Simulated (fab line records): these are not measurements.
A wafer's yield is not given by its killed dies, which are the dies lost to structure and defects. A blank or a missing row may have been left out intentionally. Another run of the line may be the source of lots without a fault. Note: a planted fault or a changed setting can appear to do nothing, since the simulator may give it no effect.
fab line records	flow sky130
record: lots: 24	wafers: 72	lastDay: 50
route steps=708 shown VIA2@520 METAL3@536 CAPM@550 VIA3@574 METAL4@600
lots that met no fault: taken from a fault-free run of the same line
startH: the number of hours between the record's first day and the start of the first shown wafer of the lot	waitH: how many hours have passed since the lot's step before this one	" same as the row above	L1.1+2: several wafers, shown together as one row	- either no value or no given start	* or withheld: withheld	< > ~ a bound
route shown NAME@n: names a module that has steps shown in the file, with the first one's number in the route	usual: mean/standard deviation taken from wafers without a fault	same: alike in all rows	chamber/n: place in a boat	sites: per-site readings	_std_site: the values' standard deviation	_edge_site: outer sites' mean less inner sites'	radiusMm: how far each site lies from the wafer's centre	mask NAME#n: copy n	behind: the most recent tool/chamber to have shaped the wafer	hold: reason for holding the lot/hours on hold/outcome of the hold	device: the n, p or np transistor that did not switch	end of line: the route-end tests of the same wafers	a step without rows: its recipe alone	killed: dies lost to structure and defects at the first sort, not the wafer's yield	map: the dies of a wafer, with x for killed, . for not killed, _ for no die there
set.NAME: setting as actually run; set.NAME@STEP: the setting as run at that earlier step	model.NAME: the simulator's own value behind a step, which no gauge read
the route's steps for a sample of lots (tables are steps, rows are wafers)
services: the hour from which a tool's chamber was out of use, counted from the record's first day as startH (under 0 if before that day), plus the number of hours and why
== steps ==
step: SKY_VIA2_OVL_MEAS_13
usual: VIA2_OVL: -1/5.1
lot.wafer	tool	chamber	startH	waitH	VIA2_OVL[nm]
L074.1	overlay-02	-	856.98	0.1	-12
L074.3	"	-	"	"	-10
L074.4	"	-	"	"	-1
L075.1	overlay-02	-	858.58	0.1	-3
L075.5	"	-	"	"	0
L075.6	"	-	"	"	-6
L076.1	overlay-02	-	864.08	0.1	-7
L076.3	"	-	"	"	-1
L076.5	"	-	"	"	-10
L077.1	overlay-01	-	874.98	0.1	4
L077.2	"	-	"	"	-7
L077.3	"	-	"	"	-1
L078.2	overlay-02	-	885.94	0.1	-2
L078.5	"	-	"	"	0
L078.6	"	-	"	"	0
L079.2	overlay-02	-	891.22	0.1	-1
L079.4	"	-	"	"	2
L079.6	"	-	"	"	8
L080.2	overlay-01	-	891.54	0.1	-3
L080.3	"	-	"	"	7
L080.6	"	-	"	"	-6
L081.2	overlay-01	-	901.09	0.1	3
L081.5	"	-	"	"	0
L081.6	"	-	"	"	7
L082.3	overlay-02	-	909.55	0.1	-4
L082.5	"	-	"	"	1
L082.6	"	-	"	"	-1
L083.2	overlay-02	-	917.62	0.1	4
L083.5	"	-	"	"	5
L083.6	"	-	"	"	3
L084.4	overlay-01	-	923.35	0.1	-1
L084.5	"	-	"	"	0
L084.6	"	-	"	"	-12
L085.2	overlay-01	-	928.69	0.1	5
L085.3	"	-	"	"	11
L085.6	"	-	"	"	7
L086.1	overlay-01	-	934.28	0.1	2
L086.2	"	-	"	"	-1
L086.3	"	-	"	"	-2
L089.2	overlay-02	-	973.09	0.1	1
L089.3	"	-	"	"	7
L089.6	"	-	"	"	1
L087.1	overlay-02	-	975.29	0.1	-6
L087.3	"	-	"	"	-3
L087.6	"	-	"	"	-3
L088.1	overlay-01	-	975.64	0.1	1
L088.2	"	-	"	"	-4
L088.4	"	-	"	"	1
L090.1	overlay-02	-	975.99	0.1	7
L090.5	"	-	"	"	-2
L090.6	"	-	"	"	2
L091.1	overlay-01	-	977.49	0.1	-1
L091.2	"	-	"	"	-1
L091.4	"	-	"	"	-9
L092.3	overlay-02	-	979.45	0.1	-4
L092.4	"	-	"	"	-6
L092.5	"	-	"	"	5
L093.1	overlay-02	-	982.32	0.1	-3
L093.5	"	-	"	"	-11
L093.6	"	-	"	"	-6
L094.3	overlay-02	-	986.64	0.1	-7
L094.5	"	-	"	"	-8
L094.6	"	-	"	"	0
L095.2	overlay-01	-	1002.94	0.1	5
L095.4	"	-	"	"	3
L095.5	"	-	"	"	-1
L096.4	overlay-01	-	1008.28	0.1	-1
L096.5	"	-	"	"	-1
L096.6	"	-	"	"	3
L097.1	overlay-01	-	1015.94	0.1	4
L097.5	"	-	"	"	7
L097.6	"	-	"	"	4
step: SKY_VIA2_ETCH_14
recipe: chemistry: N2/H2	target: BARC	ionEnergyEv: 200	sourceW: 500	biasW: 100	pressureMtorr: 30	n2FlowSccm: 100	h2FlowSccm: 200	stopOn: SiO2	timeS: 45.9	targetDepthA: 600
usual: drypumpMotorCurrentA: 5.6/0.48	oesProductAu: 0.854/0.0048	throttleValvePct: 13.225/0.0097
lot.wafer	tool	chamber	startH	waitH	drypumpMotorCurrentA	oesProductAu	rfHoursCounterH	throttleValvePct
L074.1	rieDiel-01	2	857.02	0.0	6.2	0.856	17	13.219
L074.3	"	0	"	"	5.4	0.857	10	13.224
L074.4	"	1	"	"	5.3	0.867	12	13.231
L075.1	rieDiel-01	2	858.62	0.0	6.2	0.852	17	13.229
L075.5	"	2	"	"	6.2	0.854	-	13.241
L075.6	"	1	"	"	5.3	0.854	-	13.214
L076.1	rieDiel-01	3	864.12	0.0	4.9	0.846	11	13.223
L076.3	"	1	"	"	5.3	0.858	12	13.231
L076.5	"	1	"	"	5.3	0.854	-	13.232
L077.1	rieDiel-02	0	875.02	0.0	5.0	0.855	10	13.220
L077.2	"	1	"	"	5.8	0.852	19	13.214
L077.3	"	3	"	"	6.2	0.851	9	13.216
L078.2	rieDiel-03	0	885.97	0.0	5.1	0.856	2	13.219
L078.5	"	2	"	"	6.2	0.857	-	13.220
L078.6	"	3	"	"	6.1	0.854	-	13.219
L079.2	rieDiel-01	0	891.25	0.0	5.4	0.848	11	13.234
L079.4	"	2	"	"	6.2	0.853	18	13.225
L079.6	"	1	"	"	5.3	0.856	-	13.223
L080.2	rieDiel-03	2	891.57	0.0	6.2	0.860	5	13.220
L080.3	"	0	"	"	5.1	0.872	2	13.229
L080.6	"	2	"	"	6.2	0.854	-	13.223
L081.2	rieDiel-01	0	901.12	0.0	5.5	0.851	11	13.230
L081.5	"	0	"	"	5.5	0.854	-	13.223
L081.6	"	1	"	"	5.3	0.850	-	13.230
L082.3	rieDiel-03	3	909.57	0.0	6.1	0.859	4	13.223
L082.5	"	0	"	"	5.1	0.861	-	13.225
L082.6	"	1	"	"	6.1	0.858	-	13.223
L083.2	rieDiel-01	3	917.65	0.0	4.9	0.853	12	13.226
L083.5	"	3	"	"	4.9	0.860	-	13.220
L083.6	"	0	"	"	5.5	0.861	-	13.220
L084.4	rieDiel-01	1	923.37	0.0	5.3	0.853	14	13.238
L084.5	"	3	"	"	4.9	0.861	-	13.231
L084.6	"	0	"	"	5.4	0.850	-	13.218
L085.2	rieDiel-02	1	928.72	0.0	5.8	0.857	21	13.225
L085.3	"	2	"	"	5.1	0.857	9	13.219
L085.6	"	2	"	"	5.1	0.851	-	13.238
L086.1	rieDiel-03	2	934.32	0.0	6.2	0.858	7	13.225
L086.2	"	0	"	"	5.1	0.855	4	13.227
L086.3	"	1	"	"	6.1	0.855	17	13.219
L089.2	rieDiel-03	3	973.12	0.0	6.1	0.852	5	13.220
L089.3	"	0	"	"	5.1	0.860	5	13.226
L089.6	"	2	"	"	6.2	0.853	-	13.215
L087.1	rieDiel-03	2	975.32	0.0	6.2	0.849	8	13.246
L087.3	"	0	"	"	5.1	0.857	5	13.224
L087.6	"	2	"	"	6.2	0.857	-	13.221
L088.1	rieDiel-02	0	975.67	0.0	5.0	0.859	12	13.223
L088.2	"	3	"	"	6.2	0.855	12	13.208
L088.4	"	1	"	"	5.8	0.857	22	13.236
L090.1	rieDiel-01	2	976.02	0.0	6.2	0.854	20	13.217
L090.5	"	2	"	"	6.2	0.852	-	13.196
L090.6	"	1	"	"	5.3	0.856	-	13.219
L091.1	rieDiel-02	0	977.52	0.0	5.0	0.851	12	13.222
L091.2	"	3	"	"	6.2	0.848	12	13.238
L091.4	"	1	"	"	5.8	0.851	22	13.233
L092.3	rieDiel-03	2	979.47	0.0	6.2	0.859	9	13.218
L092.4	"	3	"	"	6.1	0.850	6	13.225
L092.5	"	1	"	"	6.1	0.850	-	13.236
L093.1	rieDiel-01	2	982.35	0.0	6.2	0.853	21	13.233
L093.5	"	0	"	"	5.4	0.853	-	13.234
L093.6	"	1	"	"	5.3	0.849	-	13.229
L094.3	rieDiel-01	2	986.67	0.0	6.2	0.854	21	13.232
L094.5	"	2	"	"	6.2	0.864	-	13.220
L094.6	"	1	"	"	5.3	0.860	-	13.218
L095.2	rieDiel-02	0	1002.97	0.0	5.0	0.845	13	13.216
L095.4	"	1	"	"	5.8	0.850	23	13.210
L095.5	"	2	"	"	5.1	0.859	-	13.231
L096.4	rieDiel-03	1	1008.30	0.0	6.1	0.856	19	13.227
L096.5	"	2	"	"	6.1	0.848	-	13.222
L096.6	"	3	"	"	6.1	0.857	-	13.216
L097.1	rieDiel-01	3	1015.97	0.0	4.9	0.845	15	13.231
L097.5	"	3	"	"	4.9	0.853	-	13.238
L097.6	"	0	"	"	5.4	0.850	-	13.203
step: SKY_METAL3_SPUTTER_04
recipe: material: TiN	targetThkNm: 70	powerW: 6500	timeS: 58.3	chamberPressurePa: 0.4
usual: throttleValvePct: 29.6/0.71
lot.wafer	tool	chamber	startH	waitH	throttleValvePct
L074.1	pvdSputter-02	-	858.52	0.0	31.0
L074.3	"	-	"	"	30.9
L074.4	"	-	"	"	29.3
L075.1	pvdSputter-04	-	860.14	0.0	28.8
L075.5	"	-	"	"	30.4
L075.6	"	-	"	"	29.2
L076.1	pvdSputter-04	-	865.60	0.0	29.1
L076.3	"	-	"	"	29.0
L076.5	"	-	"	"	29.1
L077.1	pvdSputter-04	-	876.49	0.0	29.3
L077.2	"	-	"	"	30.4
L077.3	"	-	"	"	29.3
L078.2	pvdSputter-03	-	887.44	0.0	29.0
L078.5	"	-	"	"	29.0
L078.6	"	-	"	"	28.6
L079.2	pvdSputter-04	-	892.80	0.0	29.2
L079.4	"	-	"	"	29.2
L079.6	"	-	"	"	29.4
L080.2	pvdSputter-03	-	893.08	0.0	28.7
L080.3	"	-	"	"	29.0
L080.6	"	-	"	"	28.8
L081.2	pvdSputter-04	-	902.60	0.0	30.2
L081.5	"	-	"	"	30.4
L081.6	"	-	"	"	29.5
L082.3	pvdSputter-02	-	911.18	0.0	29.4
L082.5	"	-	"	"	29.5
L082.6	"	-	"	"	31.1
L083.2	pvdSputter-02	-	919.12	0.0	30.8
L083.5	"	-	"	"	30.6
L083.6	"	-	"	"	30.3
L084.4	pvdSputter-03	-	924.86	0.0	29.7
L084.5	"	-	"	"	28.7
L084.6	"	-	"	"	29.1
L085.2	pvdSputter-03	-	930.19	0.0	29.3
L085.3	"	-	"	"	29.4
L085.6	"	-	"	"	29.5
L086.1	pvdSputter-04	-	935.83	0.0	29.2
L086.2	"	-	"	"	28.9
L086.3	"	-	"	"	30.1
L089.2	pvdSputter-02	-	974.70	0.0	29.3
L089.3	"	-	"	"	30.8
L089.6	"	-	"	"	30.7
L087.1	pvdSputter-02	-	977.80	0.0	30.4
L087.3	"	-	"	"	30.6
L087.6	"	-	"	"	30.6
L088.1	pvdSputter-04	-	978.10	0.0	29.3
L088.2	"	-	"	"	29.3
L088.4	"	-	"	"	30.2
L090.1	pvdSputter-04	-	978.40	0.0	29.2
L090.5	"	-	"	"	29.5
L090.6	"	-	"	"	30.5
L091.1	pvdSputter-02	-	979.60	0.0	30.7
L091.2	"	-	"	"	29.7
L091.4	"	-	"	"	30.4
L092.3	pvdSputter-04	-	980.95	0.0	29.2
L092.4	"	-	"	"	29.3
L092.5	"	-	"	"	30.2
L093.1	pvdSputter-04	-	983.83	0.0	29.4
L093.5	"	-	"	"	30.4
L093.6	"	-	"	"	29.2
L094.3	pvdSputter-02	-	988.14	0.0	30.7
L094.5	"	-	"	"	30.3
L094.6	"	-	"	"	31.0
L095.2	pvdSputter-02	-	1004.45	0.0	29.1
L095.4	"	-	"	"	30.8
L095.5	"	-	"	"	30.5
L096.4	pvdSputter-04	-	1009.78	0.0	29.0
L096.5	"	-	"	"	29.0
L096.6	"	-	"	"	29.3
L097.1	pvdSputter-03	-	1017.49	0.0	29.6
L097.5	"	-	"	"	28.9
L097.6	"	-	"	"	29.0
step: SKY_CAPM_METAL_ETCH_13
recipe: targetDepthNm: 220	stopOn: SiO2	chemistry: Cl2/BCl3	target: TiN	pressureMtorr: 10	icpW: 900	biasW: 48.5	Cl2_flow_sccm: 60	bcl3FlowSccm: 30	timeS: 62.9
usual: drypumpMotorCurrentA: 5.48/0.22	mfcCl2Sccm: 59.98/0.17	oesProductAu: 0.941/0.0088	throttleValvePct: 21.902/0.0088
lot.wafer	tool	chamber	startH	waitH	drypumpMotorCurrentA	mfcCl2Sccm	oesProductAu	rfHoursCounterH	throttleValvePct
L074.1	rieMetal-04	0	884.70	0.0	5.38	59.63	0.923	13	21.900
L074.3	"	0	"	"	5.38	59.83	0.936	-	21.890
L074.4	"	1	"	"	5.29	59.91	0.929	-	21.923
L075.1	rieMetal-02	1	885.85	0.0	5.62	59.81	0.952	3	21.906
L075.5	"	0	"	"	5.67	59.93	0.949	-	21.905
L075.6	"	1	"	"	5.61	59.71	0.950	-	21.895
L076.1	rieMetal-02	1	891.75	0.0	5.64	60.15	0.942	4	21.898
L076.3	"	0	"	"	5.64	60.21	0.938	-	21.907
L076.5	"	1	"	"	5.63	60.19	0.950	-	21.905
L077.1	rieMetal-01	0	902.20	0.0	5.65	59.77	0.934	14	21.908
L077.2	"	1	"	"	4.84	59.56	0.935	8	21.914
L077.3	"	0	"	"	5.63	60.12	0.945	-	21.896
L078.2	rieMetal-02	1	913.10	0.0	5.63	59.80	0.950	5	21.892
L078.5	"	0	"	"	5.62	60.33	0.945	-	21.901
L078.6	"	1	"	"	5.64	59.98	0.934	-	21.884
L079.2	rieMetal-02	0	918.00	0.0	5.67	60.07	0.934	11	21.910
L079.4	"	0	"	"	5.71	59.91	0.944	-	21.899
L079.6	"	0	"	"	5.70	60.30	0.939	-	21.907
L080.2	rieMetal-04	0	918.30	0.0	5.37	60.24	0.954	15	21.893
L080.3	"	1	"	"	5.29	60.04	0.928	-	21.916
L080.6	"	0	"	"	5.37	60.06	0.933	-	21.912
L081.2	rieMetal-04	1	928.25	0.0	5.30	59.61	0.938	10	21.910
L081.5	"	0	"	"	5.36	60.01	0.932	-	21.899
L081.6	"	1	"	"	5.30	59.92	0.947	-	21.908
L082.3	rieMetal-02	0	935.53	0.0	5.65	59.91	0.962	-	21.897
L082.5	"	1	"	"	5.60	60.05	0.950	-	21.893
L082.6	"	0	"	"	5.67	59.89	0.948	-	21.896
L083.2	rieMetal-02	1	944.10	0.0	5.62	59.84	0.937	6	21.901
L083.5	"	1	"	"	5.63	59.98	0.935	-	21.889
L083.6	"	0	"	"	5.68	60.14	0.927	-	21.920
L084.4	rieMetal-04	0	949.37	0.0	5.36	60.06	0.940	-	21.900
L084.5	"	1	"	"	5.29	60.02	0.945	-	21.897
L084.6	"	0	"	"	5.37	59.93	0.932	-	21.902
L085.2	rieMetal-02	0	954.65	0.0	5.67	59.99	0.940	13	21.917
L085.3	"	0	"	"	5.68	60.20	0.934	-	21.909
L085.6	"	0	"	"	5.66	59.95	0.940	-	21.901
L086.1	rieMetal-04	0	960.35	0.0	5.36	59.80	0.955	17	21.909
L086.2	"	1	"	"	5.31	59.87	0.940	12	21.881
L086.3	"	1	"	"	5.30	59.83	0.949	-	21.896
L089.2	rieMetal-02	0	998.60	0.0	5.74	59.96	0.935	15	21.912
L089.3	"	0	"	"	5.69	60.06	0.944	-	21.890
L089.6	"	1	"	"	5.61	60.03	0.917	-	21.902
L087.1	rieMetal-04	0	1001.25	0.0	5.38	59.81	0.947	18	21.889
L087.3	"	1	"	"	5.30	59.79	0.930	-	21.908
L087.6	"	0	"	"	5.37	59.52	0.942	-	21.895
L088.1	rieMetal-02	1	1001.85	0.0	5.60	59.93	0.940	9	21.892
L088.2	"	0	"	"	5.72	59.74	0.936	15	21.903
L088.4	"	1	"	"	5.64	60.11	0.954	-	21.886
L090.1	rieMetal-01	0	1002.15	0.0	5.63	60.11	0.927	19	21.912
L090.5	"	1	"	"	4.85	60.18	0.939	-	21.902
L090.6	"	0	"	"	5.62	59.98	0.953	-	21.893
L091.1	rieMetal-04	1	1003.40	0.0	5.30	59.87	0.935	13	21.901
L091.2	"	0	"	"	5.35	60.14	0.932	18	21.894
L091.4	"	0	"	"	5.37	59.88	0.937	-	21.916
L092.3	rieMetal-01	0	1004.62	0.0	5.61	60.26	0.942	-	21.904
L092.4	"	1	"	"	4.85	59.98	0.949	-	21.889
L092.5	"	0	"	"	5.63	59.90	0.926	-	21.906
L093.1	rieMetal-02	1	1007.60	0.0	5.61	59.81	0.950	10	21.900
L093.5	"	1	"	"	5.63	59.78	0.943	-	21.905
L093.6	"	0	"	"	5.61	59.93	0.949	-	21.895
L094.3	rieMetal-04	0	1012.17	0.0	5.35	59.95	0.946	-	21.902
L094.5	"	1	"	"	5.30	59.94	0.947	-	21.912
L094.6	"	0	"	"	5.35	60.22	0.956	-	21.912
L095.2	rieMetal-02	0	1028.80	0.0	5.66	59.85	0.936	17	21.905
L095.4	"	0	"	"	5.70	59.86	0.941	-	21.903
L095.5	"	1	"	"	5.62	60.16	0.949	-	21.911
L096.4	rieMetal-02	1	1032.83	0.0	5.65	60.21	0.950	-	21.891
L096.5	"	1	"	"	5.64	60.01	0.928	-	21.908
L096.6	"	0	"	"	5.65	60.04	0.946	-	21.895
L097.1	rieMetal-04	0	1040.45	0.0	5.34	60.30	0.955	0	21.901
L097.5	"	0	"	"	5.35	59.68	0.949	-	21.914
L097.6	"	1	"	"	5.30	60.24	0.940	-	21.888
step: SKY_VIA3_THK_MEAS_01
recipe: reads: SiO2_of_VIA3_HDPCVD_00
usual: VIA3_HDPCVD_THK: 1627/20
lot.wafer	tool	chamber	startH	waitH	VIA3_HDPCVD_THK[nm]
L074.1	filmMetro-02	-	911.55	0.1	1651
L074.3	"	-	"	"	1671
L074.4	"	-	"	"	1674
L075.1	filmMetro-02	-	912.99	0.1	1614
L075.5	"	-	"	"	1603
L075.6	"	-	"	"	1602
L076.1	filmMetro-01	-	919.05	0.1	1629
L076.3	"	-	"	"	1595
L076.5	"	-	"	"	1633
L077.1	filmMetro-02	-	929.69	0.1	1602
L077.2	"	-	"	"	1608
L077.3	"	-	"	"	1623
L078.2	filmMetro-02	-	939.53	0.2	1641
L078.5	"	-	"	"	1639
L078.6	"	-	"	"	1615
L079.2	filmMetro-01	-	944.02	0.1	1644
L079.4	"	-	"	"	1660
L079.6	"	-	"	"	1635
L080.2	filmMetro-03	-	945.02	0.1	1608
L080.3	"	-	"	"	1598
L080.6	"	-	"	"	1602
L081.2	filmMetro-03	-	954.84	0.1	1633
L081.5	"	-	"	"	1599
L081.6	"	-	"	"	1617
L082.3	filmMetro-02	-	961.19	0.1	1594
L082.5	"	-	"	"	1606
L082.6	"	-	"	"	1626
L083.2	filmMetro-02	-	970.99	0.1	1611
L083.5	"	-	"	"	1633
L083.6	"	-	"	"	1629
L084.4	filmMetro-03	-	976.22	0.0	1661
L084.5	"	-	"	"	1632
L084.6	"	-	"	"	1624
L085.2	filmMetro-02	-	980.92	0.1	1615
L085.3	"	-	"	"	1634
L085.6	"	-	"	"	1630
L086.1	filmMetro-01	-	986.79	0.1	1613
L086.2	"	-	"	"	1641
L086.3	"	-	"	"	1612
L089.2	filmMetro-02	-	1024.17	0.1	1586
L089.3	"	-	"	"	1592
L089.6	"	-	"	"	1625
L087.1	filmMetro-02	-	1027.58	0.1	1633
L087.3	"	-	"	"	1633
L087.6	"	-	"	"	1653
L088.1	filmMetro-03	-	1027.80	0.1	1640
L088.2	"	-	"	"	1654
L088.4	"	-	"	"	1653
L090.1	filmMetro-02	-	1027.97	0.1	1595
L090.5	"	-	"	"	1599
L090.6	"	-	"	"	1617
L091.1	filmMetro-01	-	1028.99	0.1	1662
L091.2	"	-	"	"	1624
L091.4	"	-	"	"	1634
L092.3	filmMetro-01	-	1030.53	0.1	1655
L092.4	"	-	"	"	1631
L092.5	"	-	"	"	1651
L093.1	filmMetro-03	-	1032.19	0.1	1618
L093.5	"	-	"	"	1615
L093.6	"	-	"	"	1637
L094.3	filmMetro-01	-	1036.25	0.1	1674
L094.5	"	-	"	"	1646
L094.6	"	-	"	"	1624
L095.2	filmMetro-03	-	1053.66	0.1	1597
L095.4	"	-	"	"	1630
L095.5	"	-	"	"	1645
L096.4	filmMetro-01	-	1056.89	0.0	1642
L096.5	"	-	"	"	1627
L096.6	"	-	"	"	1643
L097.1	filmMetro-02	-	1063.99	0.1	1653
L097.5	"	-	"	"	1624
L097.6	"	-	"	"	1609
step: SKY_METAL4_SPUTTER_02
recipe: material: AlCu	targetThkNm: 735	powerW: 10600	timeS: 39.1	chamberPressurePa: 0.4
usual: throttleValvePct: 29.7/0.82
lot.wafer	tool	chamber	startH	waitH	throttleValvePct
L074.1	pvdSputter-02	-	937.60	0.0	30.2
L074.3	"	-	"	"	30.8
L074.4	"	-	"	"	30.9
L075.1	pvdSputter-02	-	939.42	0.0	30.7
L075.5	"	-	"	"	31.1
L075.6	"	-	"	"	30.3
L076.1	pvdSputter-01	-	944.87	0.0	28.7
L076.3	"	-	"	"	30.0
L076.5	"	-	"	"	28.8
L077.1	pvdSputter-02	-	956.00	0.0	29.4
L077.2	"	-	"	"	30.5
L077.3	"	-	"	"	30.6
L078.2	pvdSputter-02	-	965.97	0.0	29.3
L078.5	"	-	"	"	30.3
L078.6	"	-	"	"	29.2
L079.2	pvdSputter-01	-	970.57	0.0	29.9
L079.4	"	-	"	"	29.0
L079.6	"	-	"	"	28.7
L080.2	pvdSputter-02	-	971.39	0.0	30.8
L080.3	"	-	"	"	30.9
L080.6	"	-	"	"	30.7
L081.2	pvdSputter-01	-	981.80	0.0	31.0
L081.5	"	-	"	"	28.7
L081.6	"	-	"	"	28.9
L082.3	pvdSputter-01	-	987.50	0.0	29.8
L082.5	"	-	"	"	28.8
L082.6	"	-	"	"	30.7
L083.2	pvdSputter-02	-	997.29	0.0	30.5
L083.5	"	-	"	"	30.2
L083.6	"	-	"	"	30.8
L084.4	pvdSputter-02	-	1002.36	0.0	30.8
L084.5	"	-	"	"	29.2
L084.6	"	-	"	"	30.3
L085.2	pvdSputter-02	-	1006.81	0.0	30.2
L085.3	"	-	"	"	30.7
L085.6	"	-	"	"	30.3
L086.1	pvdSputter-01	-	1012.77	0.0	30.5
L086.2	"	-	"	"	28.9
L086.3	"	-	"	"	30.0
L089.2	pvdSputter-03	-	1049.01	0.0	28.8
L089.3	"	-	"	"	29.9
L089.6	"	-	"	"	28.8
L087.1	pvdSputter-03	-	1052.05	0.0	28.4
L087.3	"	-	"	"	29.4
L087.6	"	-	"	"	29.2
L088.1	pvdSputter-03	-	1052.65	0.0	29.8
L088.2	"	-	"	"	28.7
L088.4	"	-	"	"	28.9
L090.1	pvdSputter-01	-	1052.92	0.0	30.2
L090.5	"	-	"	"	28.7
L090.6	"	-	"	"	29.8
L091.1	pvdSputter-01	-	1054.27	0.0	30.1
L091.2	"	-	"	"	28.7
L091.4	"	-	"	"	28.6
L092.3	pvdSputter-03	-	1054.87	0.0	28.8
L092.4	"	-	"	"	28.7
L092.5	"	-	"	"	29.0
L093.1	pvdSputter-03	-	1056.31	0.0	29.0
L093.5	"	-	"	"	29.0
L093.6	"	-	"	"	29.8
L094.3	pvdSputter-01	-	1060.16	0.0	28.7
L094.5	"	-	"	"	28.8
L094.6	"	-	"	"	30.5
L095.2	pvdSputter-01	-	1078.32	0.0	30.0
L095.4	"	-	"	"	28.4
L095.5	"	-	"	"	30.7
L096.4	pvdSputter-03	-	1081.10	0.0	28.6
L096.5	"	-	"	"	29.6
L096.6	"	-	"	"	28.9
L097.1	pvdSputter-01	-	1087.82	0.0	31.0
L097.5	"	-	"	"	30.4
L097.6	"	-	"	"	29.9
== services ==
tool	chamber	startH	hours	kind
pvdSputter-03	-	843.01	26.9	repair
pvdSputter-03	-	857.44	0.9	repair
pvdSputter-02	-	866.69	0.6	repair
rieMetal-04	0	885.86	4.2	repair
pvdSputter-04	-	910.02	4.1	repair
pvdSputter-02	-	932.88	0.8	repair
pvdSputter-03	-	933.42	75.8	repair
rieDiel-01	1	940.29	6.3	repair
pvdSputter-01	-	940.61	2.3	repair
pvdSputter-03	-	942.90	1.0	repair
pvdSputter-03	-	955.82	7.4	repair
pvdSputter-01	-	973.89	1.5	repair
rieDiel-01	3	980.89	4.1	repair
pvdSputter-02	-	989.22	0.9	repair
pvdSputter-03	-	993.59	5.8	repair
pvdSputter-01	-	995.95	2.8	repair
rieMetal-02	0	1009.68	8.8	repair
pvdSputter-04	-	1013.21	0.8	repair
rieMetal-02	-	1038.57	1.4	pm
pvdSputter-01	-	1038.65	2.2	repair
pvdSputter-02	-	1046.69	15.9	repair
rieDiel-01	0	1047.40	8.3	repair
rieMetal-04	-	1048.68	0.5	repair
pvdSputter-01	-	1070.57	0.9	repair
== key ==
fault none
